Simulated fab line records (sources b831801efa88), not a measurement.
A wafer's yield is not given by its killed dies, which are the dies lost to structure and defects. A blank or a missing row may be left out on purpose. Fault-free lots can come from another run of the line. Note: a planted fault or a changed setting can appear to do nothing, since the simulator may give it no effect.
fab line records + flow gf180mcu
[record]
- lots = 6
- wafers = 18
- last-day = 33
route steps=602 shown HV_LDD@216
lots untouched by any fault: they come from a run of this same line in which no faults occurred
start-h: hours from the record's first day to the start of the lot's first wafer shown + wait-h: hours from the lot's prior step to this one + " as in the row above + L1.1+2: one row covering several wafers at once + - no value, or no start given + * or withheld: withheld + < > ~ a bound
route shown NAME@n: names a module that has steps shown in the file, with the first one's number in the route + usual: mean/standard deviation taken from wafers without a fault + same: alike in all rows + chamber/n: place in a boat + sites: the reading at each site + _std_site: standard deviation across them + _edge_site: mean of outer sites minus mean of inner sites + radius-mm: how far each site lies from the wafer's centre + mask NAME#n: copy n + behind: tool/chamber where the wafer was last shaped + hold: what put the lot on hold/how long, in hours/how the hold closed + device: the n, p or np transistor that did not switch + end of line: tests of these same wafers at the route's end + step lacking rows: just its recipe + killed: the dies lost at the first sort to structure and to defects; this is not the yield of the wafer + map: per-die view of a wafer (x killed, . not killed, _ where there is no die)
set.NAME: the setting that was run; set.NAME@STEP: the one run at that earlier step + model.NAME: the simulator's own value behind a step, which no gauge read
lots seen at some steps along the route; tables by step, rows by wafer
services: from which hour (start-h, from the record's first day; less than 0 if before it) a tool's chamber was out of use, for how many hours, and why
[[steps]]
[step GF_HV_LDD_HMDS_40]
[recipe]
- prime-time-s = 60
- prime-temp-c = 120
[step GF_HV_LDD_COAT_41]
[recipe]
- resist = NOVOLAK
- spin-rpm = 3000
- resist-thk-nm = 1000
[step GF_HV_LDD_SOFTBAKE_42]
[recipe]
- temp-c = 90
- time-s = 60
- resist = NOVOLAK
[step GF_HV_LDD_EXPOSE_43]
[recipe]
- mask-id = Pplus_HV_AREA
- target-cd-nm = 400
- na = 0.6
- source-shape = conventional
- sigma-outer = 0.6
- dose-mj = 140
[step GF_HV_LDD_PEB_44]
[recipe]
- temp-c = withheld
- time-s = *
- resist = NOVOLAK
[step GF_HV_LDD_DEVELOP_45]
[recipe]
- develop-time-s = 60
- dev-temp-c = 23
[step GF_HV_LDD_CD_MEAS_46]
[recipe]
- target-cd-nm = 400
[usual]
- cd-nm = 400.3/2
| lot.wafer | tool      | chamber | start-h | wait-h | cd-nm |
|-----------|-----------|---------|---------|--------|-------|
| L543.3    | cd-sem-01 | -       | 328.63  | 0.1    | 396.3 |
| L543.4    | "         | -       | "       | "      | 398.3 |
| L543.5    | "         | -       | "       | "      | 399.9 |
| L544.1    | cd-sem-02 | -       | 334.10  | 0.1    | 400.3 |
| L544.3    | "         | -       | "       | "      | 401.5 |
| L544.5    | "         | -       | "       | "      | 401.3 |
| L549.1    | cd-sem-01 | -       | 379.67  | 0.1    | 396.4 |
| L549.4    | "         | -       | "       | "      | 396.6 |
| L549.5    | "         | -       | "       | "      | 397.1 |
| L550.3    | cd-sem-01 | -       | 386.53  | 0.1    | 398.3 |
| L550.4    | "         | -       | "       | "      | 400.2 |
| L550.6    | "         | -       | "       | "      | 397.1 |
| L555.3    | cd-sem-01 | -       | 430.78  | 0.1    | 401.9 |
| L555.4    | "         | -       | "       | "      | 404.7 |
| L555.6    | "         | -       | "       | "      | 402.7 |
| L556.2    | cd-sem-01 | -       | 435.37  | 0.2    | 399.5 |
| L556.5    | "         | -       | "       | "      | 399.4 |
| L556.6    | "         | -       | "       | "      | 398.2 |
[step GF_HV_LDD_OVL_MEAS_47]
[usual]
- HV_LDD_03_OVL = 0.3/1.3
| lot.wafer | tool       | chamber | start-h | wait-h | HV_LDD_03_OVL[nm] |
|-----------|------------|---------|---------|--------|-------------------|
| L543.3    | overlay-02 | -       | 328.72  | 0.1    | 1.0               |
| L543.4    | "          | -       | "       | "      | -0.1              |
| L543.5    | "          | -       | "       | "      | 1.9               |
| L544.1    | overlay-01 | -       | 334.22  | 0.1    | -1.5              |
| L544.3    | "          | -       | "       | "      | -0.1              |
| L544.5    | "          | -       | "       | "      | -0.3              |
| L549.1    | overlay-01 | -       | 379.79  | 0.1    | -2.7              |
| L549.4    | "          | -       | "       | "      | -0.6              |
| L549.5    | "          | -       | "       | "      | -0.2              |
| L550.3    | overlay-01 | -       | 386.63  | 0.1    | 0.4               |
| L550.4    | "          | -       | "       | "      | 0.8               |
| L550.6    | "          | -       | "       | "      | 1.2               |
| L555.3    | overlay-02 | -       | 430.88  | 0.1    | -0.3              |
| L555.4    | "          | -       | "       | "      | 2.1               |
| L555.6    | "          | -       | "       | "      | -0.1              |
| L556.2    | overlay-01 | -       | 435.48  | 0.1    | -2.6              |
| L556.5    | "          | -       | "       | "      | -1.1              |
| L556.6    | "          | -       | "       | "      | -2.0              |
[step GF_HV_LDD_IMPLANT_48]
[recipe]
- species = B
- energy-kev = 25
- dose-cm2 = 3e+13
- tilt-deg = 7
[step GF_HV_LDD_STRIP_49]
[recipe]
- chemistry = O2/N2
- power-w = 1400
- pressure-mtorr = 1500
- platen-temp-c = 250
- o2-flow-sccm = 3000
- n2-flow-sccm = 300
- overash-fraction = 0.5
[usual]
- drypump-motor-current-A = 5.6/0.53
- heater-power-w = 340/33
- oes-product-au = 0.716/0.0044
- strip-time-to-endpoint-s = 12.63/0.041
| lot.wafer | tool            | chamber | start-h | wait-h | drypump-motor-current-A | heater-power-w | oes-product-au | rf-hours-counter-h | strip-time-to-endpoint-s |
|-----------|-----------------|---------|---------|--------|-------------------------|----------------|----------------|--------------------|--------------------------|
| L543.3    | plasma-asher-03 | 1       | 328.93  | 0.1    | 5.9                     | 317            | 0.719          | -                  | 12.66                    |
| L543.4    | "               | 0       | "       | "      | 5.0                     | 314            | 0.714          | -                  | 12.63                    |
| L543.5    | "               | 0       | "       | "      | 5.0                     | 323            | 0.715          | -                  | 12.63                    |
| L544.1    | plasma-asher-03 | 1       | 334.40  | 0.1    | 5.9                     | 335            | 0.715          | 52                 | 12.68                    |
| L544.3    | "               | 1       | "       | "      | 5.9                     | 316            | 0.722          | -                  | 12.69                    |
| L544.5    | "               | 0       | "       | "      | 4.9                     | 319            | 0.719          | -                  | 12.69                    |
| L549.1    | plasma-asher-01 | 0       | 379.98  | 0.1    | 5.9                     | 312            | 0.715          | 77                 | 12.64                    |
| L549.4    | "               | 1       | "       | "      | 6.6                     | 320            | 0.714          | -                  | 12.67                    |
| L549.5    | "               | 0       | "       | "      | 5.9                     | 312            | 0.718          | -                  | 12.61                    |
| L550.3    | plasma-asher-03 | 1       | 386.83  | 0.1    | 5.9                     | 326            | 0.720          | -                  | 12.62                    |
| L550.4    | "               | 0       | "       | "      | 5.0                     | 314            | 0.714          | -                  | 12.57                    |
| L550.6    | "               | 0       | "       | "      | 4.9                     | 318            | 0.717          | -                  | 12.58                    |
| L555.3    | plasma-asher-03 | 1       | 431.08  | 0.1    | 5.9                     | 318            | 0.717          | -                  | 12.55                    |
| L555.4    | "               | 0       | "       | "      | 5.0                     | 325            | 0.711          | -                  | 12.51                    |
| L555.6    | "               | 0       | "       | "      | 5.0                     | 317            | 0.719          | -                  | 12.54                    |
| L556.2    | plasma-asher-04 | 0       | 435.66  | 0.1    | 5.9                     | 409            | 0.720          | 81                 | 12.67                    |
| L556.5    | "               | 1       | "       | "      | 5.1                     | 370            | 0.716          | -                  | 12.62                    |
| L556.6    | "               | 0       | "       | "      | 5.9                     | 399            | 0.718          | -                  | 12.65                    |
[step GF_HV_LDD_TW_MEAS_50]
[usual]
- HV_LDD_4_TW = 564/7.1
| lot.wafer | tool          | chamber | start-h | wait-h | HV_LDD_4_TW |
|-----------|---------------|---------|---------|--------|-------------|
| L543.3    | film-metro-02 | -       | 329.01  | 0.1    | 573         |
| L543.4    | "             | -       | "       | "      | 571         |
| L543.5    | "             | -       | "       | "      | 570         |
| L544.1    | film-metro-04 | -       | 334.50  | 0.1    | 562         |
| L544.3    | "             | -       | "       | "      | 565         |
| L544.5    | "             | -       | "       | "      | 564         |
| L549.1    | film-metro-01 | -       | 380.08  | 0.1    | 554         |
| L549.4    | "             | -       | "       | "      | 552         |
| L549.5    | "             | -       | "       | "      | 551         |
| L550.3    | film-metro-01 | -       | 386.92  | 0.1    | 556         |
| L550.4    | "             | -       | "       | "      | 557         |
| L550.6    | "             | -       | "       | "      | 559         |
| L555.3    | film-metro-04 | -       | 431.17  | 0.1    | 566         |
| L555.4    | "             | -       | "       | "      | 566         |
| L555.6    | "             | -       | "       | "      | 568         |
| L556.2    | film-metro-04 | -       | 435.77  | 0.1    | 569         |
| L556.5    | "             | -       | "       | "      | 570         |
| L556.6    | "             | -       | "       | "      | 569         |
[step GF_HV_LDD_CLEAN_51]
[recipe]
- chemistry = SC1/SC2
- mix = 1:4:20
- temp-c = 70
- time-s = 150
- dry = n2-spin
[step GF_HV_LDD_RTA_52]
[recipe]
- temp-c = 1000
- time-s = 10
- ambient = N2
[usual]
- anneal-temp-c-max = 1006.0/1.1
- chamber-o2-ppm = 1.998/0.024
- lamp-power-pct = 29.02/0.24
- time-s = 10/0
- wafer_temp_C_max = 1002.7/0.8
| lot.wafer | tool          | chamber | start-h | wait-h | anneal-temp-c-max | chamber-o2-ppm | lamp-power-pct | time-s | wafer_temp_C_max |
|-----------|---------------|---------|---------|--------|-------------------|----------------|----------------|--------|------------------|
| L543.3    | rtp-anneal-01 | 0       | 329.14  | 0.0    | 1007.6            | 1.993          | 28.85          | 10     | 1002.5           |
| L543.4    | "             | 0       | "       | "      | 1007.1            | 1.996          | 28.79          | 10     | 1002.2           |
| L543.5    | "             | 0       | "       | "      | 1006.0            | 1.995          | 28.87          | 10     | 1002.6           |
| L544.1    | rtp-anneal-01 | 0       | 334.61  | 0.0    | 1006.2            | 2.033          | 28.86          | 10     | 1002.3           |
| L544.3    | "             | 0       | "       | "      | 1006.2            | 2.034          | 28.83          | 10     | 1003.1           |
| L544.5    | "             | 0       | "       | "      | 1007.6            | 2.003          | 28.82          | 10     | 1002.6           |
| L549.1    | rtp-anneal-01 | -       | 380.19  | 0.0    | -                 | -              | -              | -      | -                |
| L549.4    | "             | -       | "       | "      | -                 | -              | -              | -      | -                |
| L549.5    | "             | -       | "       | "      | -                 | -              | -              | -      | -                |
| L550.3    | rtp-anneal-01 | -       | 387.03  | 0.0    | -                 | -              | -              | -      | -                |
| L550.4    | "             | -       | "       | "      | -                 | -              | -              | -      | -                |
| L550.6    | "             | -       | "       | "      | -                 | -              | -              | -      | -                |
| L555.3    | rtp-anneal-01 | 0       | 431.28  | 0.0    | 1006.3            | 2.008          | 28.85          | 10     | 1002.5           |
| L555.4    | "             | 0       | "       | "      | 1006.7            | 1.991          | 28.83          | 10     | 1001.5           |
| L555.6    | "             | 0       | "       | "      | 1007.5            | 2.031          | 28.86          | 10     | 1003.0           |
| L556.2    | rtp-anneal-01 | 0       | 435.97  | 0.0    | 1006.5            | 1.984          | 28.83          | 10     | 1001.4           |
| L556.5    | "             | 0       | "       | "      | 1005.6            | 1.976          | 28.84          | 10     | 1002.6           |
| L556.6    | "             | 0       | "       | "      | 1005.3            | 1.978          | 28.81          | 10     | 1002.2           |
[step GF_HV_LDD_RS_MEAS_53]
[recipe]
- thk-meas-gauge = four-point-probe
[usual]
- HV_LDD_RS = 418.6/1.1
| lot.wafer | tool          | chamber | start-h | wait-h | HV_LDD_RS[ohm/sq] |
|-----------|---------------|---------|---------|--------|-------------------|
| L543.3    | film-metro-01 | -       | 329.22  | 0.1    | 416.6             |
| L543.4    | "             | -       | "       | "      | 417.3             |
| L543.5    | "             | -       | "       | "      | 417.2             |
| L544.1    | film-metro-02 | -       | 334.68  | 0.1    | 418.3             |
| L544.3    | "             | -       | "       | "      | 418.8             |
| L544.5    | "             | -       | "       | "      | 418.4             |
| L549.1    | film-metro-01 | -       | 380.26  | 0.1    | -                 |
| L549.4    | "             | -       | "       | "      | -                 |
| L549.5    | "             | -       | "       | "      | -                 |
| L550.3    | film-metro-01 | -       | 387.12  | 0.1    | -                 |
| L550.4    | "             | -       | "       | "      | -                 |
| L550.6    | "             | -       | "       | "      | -                 |
| L555.3    | film-metro-02 | -       | 431.37  | 0.1    | 417.1             |
| L555.4    | "             | -       | "       | "      | 419.0             |
| L555.6    | "             | -       | "       | "      | 419.8             |
| L556.2    | film-metro-02 | -       | 436.04  | 0.1    | 418.3             |
| L556.5    | "             | -       | "       | "      | 418.2             |
| L556.6    | "             | -       | "       | "      | 418.2             |
[step GF_HV_LDD_CVD_54]
[recipe]
- material = SiO2
- target-thk-nm = 10
- precursor = TEOS
- temp-c = 680
- time-s = 75
- pressure-mtorr = 400
[[services]]
| tool            | chamber | start-h | hours | kind       |
|-----------------|---------|---------|-------|------------|
| rtp-anneal-01   | -       | 314.51  | 12.7  | pm         |
| plasma-asher-04 | -       | 347.19  | 2.8   | pm         |
| rtp-anneal-01   | -       | 353.46  | 2.1   | pm         |
| plasma-asher-01 | -       | 421.25  | 9.0   | pm         |
| plasma-asher-01 | 0       | 421.25  | 9.0   | vent-cycle |
| plasma-asher-01 | 1       | 421.25  | 9.0   | vent-cycle |
| plasma-asher-01 | 0       | 430.25  | -     | clean      |
| plasma-asher-01 | 1       | 430.25  | -     | clean      |
[[key]]
[first-sign]
- step = GF_HV_LDD_RTA_52
- reading = tool-record
- direction = missing
[effect]
- step = GF_HV_LDD_RS_MEAS_53
- reading = HV_LDD_RS
- direction = missing
met-at GF_HV_LDD_RTA_52
struck-wafers L549.1,L549.4,L549.5,L550.3,L550.4,L550.6
later-rows-left-out L549.1,L549.4,L549.5,L550.3,L550.4,L550.6
sort-left-out L549.1,L549.4,L549.5,L550.3,L550.4,L550.6
tester-left-out L549,L550
onset-between 334.61 380.19
[fault]
- kind = skipped-step-whole
- tool = rtp-anneal-01,rtp-anneal-02
- chamber = -
- onset-h = 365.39
- steps = GF_HV_LDD_RTA_52
- scope = struck-lots-only
// tester-left-out: of these lots the tester's yield and bins aren't shown, on N5 and GAA mostly nor the transistor test; their killed dies are dies lost to structure and defects alone, not to doping, threshold or leakage, so they don't give the yield
// sort-left-out: the simulated sort isn't trusted on such a fault, so these wafers' sort isn't shown, and their yield isn't known
// later-rows-left-out: the simulator's readings of these wafers behind a module that went badly wrong aren't trusted and aren't shown, but for the sort
